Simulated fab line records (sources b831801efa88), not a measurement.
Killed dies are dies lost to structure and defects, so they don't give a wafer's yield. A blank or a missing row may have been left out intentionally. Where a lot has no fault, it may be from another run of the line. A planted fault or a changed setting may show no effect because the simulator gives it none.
Struck lot and sound lot, side by side -- flow gf180mcu -- 30 steps out of a route of 602
Sound: wafers L191.1, L191.2, L191.5. Wafers L195.1, L195.3, L195.5 were the ones struck. At the end, the cause is stated.
Each step with rows lists, per side, the tool, then ch with its chambers, then its first start. Under that, the readings that differ: sound wafers -- struck wafers -- difference of the means -- sigmas: that difference in standard deviations of wafers without a fault.
alike: a reading whose means differ by less than 2 such deviations, as well as words and numbers matching on both sides. not compared: withheld readings; readings where some wafer has no value; bounds like >300 that might hide an equal value; numbers whose values overlap and for which the record gives no deviation.
Wherever a step has rows on one side only, a row that says differs or no value, or a row with sigmas, the two part there. Numbers that don't overlap but have no deviation are shown without sigmas and don't part them. A reading missing from all wafers of one side parts the sides only when that side holds two or more wafers.

GF_HV_LDD_THK_MEAS_57:
  struck on film_metro-01, day 16 12:27; sound on film_metro-04, day 15 04:05
  alike: HV_LDD_CVD_56_THK
GF_HV_LDD_ETCHBACK_58: etches Si3N4 in CH3F/O2, stops on SiO2, time 100 s, target depth 90 nm.
  sound on rie_diel-02 ch 0,2,3, day 15 04:08; struck on rie_diel-02 ch 0,1,3, day 16 12:31
  alike: drypump_motor_current_A, oes_product_au, throttle_valve_pct
  not compared: rf_hours_counter_h
then, 7 steps without rows for these wafers: GF_NSD_DEHYDRATE_00 (time 60 s); GF_NSD_HMDS_01 (prime time 60 s); GF_NSD_COAT_02 (resist thk 1000 nm); GF_NSD_SOFTBAKE_03 (time 60 s); GF_NSD_EXPOSE_04 (exposes mask Nplus, target cd 400 nm); GF_NSD_PEB_05; GF_NSD_DEVELOP_06 (develop time 60 s).
GF_NSD_CD_MEAS_07: target cd 400 nm.
  struck on cd_sem-01, day 17 10:43; sound on cd_sem-01, day 16 01:52
reading,sound,struck,difference,sigmas
cd_nm (nm),395.7 398.1 399.2,390.4 391.0 389.5,-7.4,-2
GF_NSD_OVL_MEAS_08:
  struck on overlay-01, day 17 10:50; sound on overlay-02, day 16 01:59
  alike: NSD_OVL
following that, these wafers have no rows for 1 step: GF_NSD_IMPLANT_09.
GF_NSD_IMPLANT_10:
  sound on implanter-01 ch 0, day 16 02:10; struck on implanter-04, day 17 11:01
  no value came back on the struck wafers for beam_energy_keV, beam_on_s (s); on the sound wafers beam_energy_keV reads 40.004 39.995 40.001
GF_NSD_STRIP_11: strips in O2/N2.
  sound on plasma_asher-01 ch 0,1, day 16 02:19; struck on plasma_asher-01 ch 0,1, day 17 11:10
reading,sound,struck,difference,sigmas
strip_time_to_endpoint_s (s),22.92 22.88 22.89,22.45 22.41 22.45,-0.46,-12
  alike: drypump_motor_current_A, heater_power_w, o2_flow_sccm, oes_product_au
  not compared: rf_hours_counter_h
GF_NSD_TW_MEAS_12:
  struck on film_metro-03, day 17 11:16; sound on film_metro-01, day 16 02:25
  alike: NSD_TW
then, 7 steps without rows for these wafers: GF_PSD_DEHYDRATE_00 (time 60 s); GF_PSD_HMDS_01 (prime time 60 s); GF_PSD_COAT_02 (resist thk 1000 nm); GF_PSD_SOFTBAKE_03 (time 60 s); GF_PSD_EXPOSE_04 (exposes mask Pplus, target cd 400 nm); GF_PSD_PEB_05; GF_PSD_DEVELOP_06 (develop time 60 s).
GF_PSD_CD_MEAS_07: target cd 400 nm.
  struck on cd_sem-01, day 18 11:08; sound on cd_sem-02, day 17 00:38
  alike: cd_nm
GF_PSD_OVL_MEAS_08:
  struck on overlay-01, day 18 11:15; sound on overlay-02, day 17 00:45
  alike: PSD_OVL
following that, these wafers have no rows for 1 step: GF_PSD_IMPLANT_09.
GF_PSD_STRIP_10: strips in O2/N2.
  sound on plasma_asher-04 ch 0,1, day 17 00:56; struck on plasma_asher-03 ch 0,1, day 18 11:28
reading,sound,struck,difference,sigmas
strip_time_to_endpoint_s (s),16.56 16.56 16.53,16.43 16.45 16.45,-0.11,-3
  alike: drypump_motor_current_A, heater_power_w, o2_flow_sccm, oes_product_au
  not compared: rf_hours_counter_h
GF_PSD_TW_MEAS_11:
  struck on film_metro-04, day 18 11:34; sound on film_metro-01, day 17 01:02
  alike: PSD_TW
then, 1 step without rows for these wafers: GF_PSD_CLEAN_12 (cleans in SC1/SC2, time 150 s).
GF_PSD_RTA_13: time 20 s.
  sound on rtp_anneal-01 ch 0, day 17 01:08; struck on rtp_anneal-02 ch 0, day 18 11:41
  alike: chamber_o2_ppm, lamp_power_pct, wafer_temp_C_max
GF_PSD_RS_MEAS_14: the measuring method here is four-point-probe.
  struck on film_metro-04, day 18 11:46; sound on film_metro-04, day 17 01:14
reading,sound,struck,difference,sigmas
NSD_RS (ohm/sq),46.10 46.22 46.06,53.20 53.23 53.06,+7.04,+87

## WHERE THEY PART
First at GF_NSD_CD_MEAS_07; last, within this record, at GF_PSD_RS_MEAS_14.

WHY: what had been put in by the simulator
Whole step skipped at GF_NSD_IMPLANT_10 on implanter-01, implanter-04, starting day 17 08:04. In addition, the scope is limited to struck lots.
